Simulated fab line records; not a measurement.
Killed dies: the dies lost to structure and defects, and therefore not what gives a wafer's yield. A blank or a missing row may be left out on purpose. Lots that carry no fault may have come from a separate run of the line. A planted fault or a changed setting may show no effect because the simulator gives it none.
Check of tool commonality + flow gf180mcu + Sample size 12 lots and 36 wafers

== WHY IT WAS OPENED ==
At GF_HV_LDD_RS_MEAS_53 the reading HV_LDD_RS is flagged on 2 of 12 lots. Fault-free wafers read 418.8 ohm/sq, with a standard deviation of 1.1.
Rule: a lot gets a flag if all its wafers with a number sit over 4 standard deviations from that mean, or if no wafer of it has a number. All remaining lots are regarded as sound.

| lot  | measured     | on            | HV_LDD_RS (ohm/sq), wafer by wafer | flag    |
|------|--------------|---------------|------------------------------------|---------|
| L522 | day 12 16:22 | film-metro-04 | 420.1 420.5 420.0                  |         |
| L524 | day 13 07:13 | film-metro-03 | 418.4 417.9 418.8                  |         |
| L523 | day 13 07:49 | film-metro-03 | 419.1 418.9 419.4                  |         |
| L525 | day 13 14:34 | film-metro-02 | 418.1 418.1 417.3                  |         |
| L527 | day 13 22:17 | film-metro-04 | 419.2 418.2 418.7                  |         |
| L529 | day 14 15:41 | film-metro-02 | 419.6 419.5 418.0                  |         |
| L531 | day 15 01:23 | film-metro-02 | 418.5 418.6 417.4                  |         |
| L533 | day 15 18:01 | film-metro-02 | 418.5 419.2 419.2                  |         |
| L535 | day 16 11:43 | film-metro-02 | 420.2 420.4 420.1                  |         |
| L536 | day 16 22:38 | film-metro-03 | 419.3 419.0 419.9                  |         |
| L537 | day 17 05:10 | film-metro-03 | 430.0 429.1 430.3                  | FLAGGED |
| L538 | day 17 17:11 | film-metro-02 | 429.2 428.6 428.9                  | FLAGGED |
Average over the flagged lots: 429.4 ohm/sq; offset from the usual +10.6 ohm/sq, equal to +10 standard deviations.

== LOT BY LOT: THE TOOL USED ==
3 process steps preceding the reading are held in the record, out of 602 steps in the route. In each cell: the tool, then ch and the chambers that the sampled wafers went through, then the start.
| lot  | flag    | GF_DUAL_GATE_STRIP_13                | GF_HV_LDD_STRIP_22                   | GF_HV_LDD_IMPLANT_35            |
|------|---------|--------------------------------------|--------------------------------------|---------------------------------|
| L522 |         | plasma-asher-02 ch 0,1, day 8 15:44  | plasma-asher-02 ch 0,1, day 11 01:35 | implanter-04 ch 0, day 11 20:52 |
| L524 |         | plasma-asher-03 ch 0,1, day 9 09:14  | plasma-asher-01 ch 0,1, day 11 21:58 | implanter-01 ch 0, day 12 16:39 |
| L523 |         | plasma-asher-01 ch 0,1, day 9 09:07  | plasma-asher-04 ch 0,1, day 11 22:16 | implanter-01 ch 0, day 12 17:44 |
| L525 |         | plasma-asher-03 ch 0,1, day 9 21:38  | plasma-asher-02 ch 0,1, day 12 10:37 | implanter-04 ch 0, day 13 02:52 |
| L527 |         | plasma-asher-03 ch 0,1, day 10 05:34 | plasma-asher-02 ch 0,1, day 12 20:07 | implanter-01 ch 0, day 13 09:32 |
| L529 |         | plasma-asher-02 ch 0,1, day 10 20:50 | plasma-asher-04 ch 0,1, day 13 07:09 | implanter-04 ch 0, day 13 19:09 |
| L531 |         | plasma-asher-01 ch 0,1, day 11 06:32 | plasma-asher-02 ch 0,1, day 13 12:15 | implanter-04 ch 0, day 14 03:03 |
| L533 |         | plasma-asher-03 ch 0,1, day 11 23:29 | plasma-asher-01 ch 0,1, day 13 22:53 | implanter-04 ch 0, day 14 19:22 |
| L535 |         | plasma-asher-02 ch 0,1, day 12 10:55 | plasma-asher-02 ch 0,1, day 14 14:24 | implanter-04 ch 0, day 15 12:44 |
| L536 |         | plasma-asher-02 ch 0,1, day 12 15:17 | plasma-asher-04 ch 0,1, day 14 23:36 | implanter-03 ch 0, day 15 22:24 |
| L537 | FLAGGED | plasma-asher-03 ch 0,1, day 12 21:31 | plasma-asher-04 ch 0,1, day 15 07:31 | implanter-04 ch 0, day 16 05:43 |
| L538 | FLAGGED | plasma-asher-02 ch 0,1, day 13 01:56 | plasma-asher-01 ch 0,1, day 15 19:17 | implanter-04 ch 0, day 16 18:10 |
What the steps here do:
- GF_DUAL_GATE_STRIP_13: strips in O2/N2.
- GF_HV_LDD_STRIP_22: strips in O2/N2.
- GF_HV_LDD_IMPLANT_35
- GF_HV_LDD_RS_MEAS_53: measures by four-point-probe.

== FLAGGED AGAINST TOTAL, ONE TOOL AT A TIME (gauges that did the reading follow at the end) ==
| step                  | tool            | lots run | flagged | share of the flagged lots | sound lots run after its first flagged lot |
|-----------------------|-----------------|----------|---------|---------------------------|--------------------------------------------|
| GF_DUAL_GATE_STRIP_13 | plasma-asher-01 | 2        | 0       | none                      | -                                          |
| GF_DUAL_GATE_STRIP_13 | plasma-asher-02 | 5        | 1       | some                      | 0                                          |
| GF_DUAL_GATE_STRIP_13 | plasma-asher-03 | 5        | 1       | some                      | 0                                          |
| GF_HV_LDD_STRIP_22    | plasma-asher-01 | 3        | 1       | some                      | 0                                          |
| GF_HV_LDD_STRIP_22    | plasma-asher-02 | 5        | 0       | none                      | -                                          |
| GF_HV_LDD_STRIP_22    | plasma-asher-04 | 4        | 1       | some                      | 0                                          |
| GF_HV_LDD_IMPLANT_35  | implanter-01    | 3        | 0       | none                      | -                                          |
| GF_HV_LDD_IMPLANT_35  | implanter-03    | 1        | 0       | none                      | -                                          |
| GF_HV_LDD_IMPLANT_35  | implanter-04    | 8        | 2       | all                       | 0                                          |
| GF_HV_LDD_RS_MEAS_53  | film-metro-02   | 6        | 1       | some                      | 0                                          |
| GF_HV_LDD_RS_MEAS_53  | film-metro-03   | 4        | 1       | some                      | 0                                          |
| GF_HV_LDD_RS_MEAS_53  | film-metro-04   | 2        | 0       | none                      | -                                          |

== WHAT THE TABLE PERMITS ==
1 row of the table ran every flagged lot: implanter-04 at GF_HV_LDD_IMPLANT_35.
- implanter-04 at GF_HV_LDD_IMPLANT_35 ran 8 lots, 2 of them flagged. A fault beginning between L535 (day 15 12:44), its last sound lot, and L537 (day 16 05:43), its first flagged one, fits the data. Its own readings lie more than 4 standard deviations out on every wafer of the flagged lots: dose-ions-cm2, faraday-current-uA.
What remains is a single tool, implanter-04 at GF_HV_LDD_IMPLANT_35.

== WHAT HAD BEEN PUT IN BY THE SIMULATOR ==
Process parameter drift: implanter-04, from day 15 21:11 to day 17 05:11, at GF_HV_LDD_IMPLANT_35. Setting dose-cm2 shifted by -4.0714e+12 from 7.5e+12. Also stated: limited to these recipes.
Struck lots among those shown: L537, L538. The same result came from the rule above.
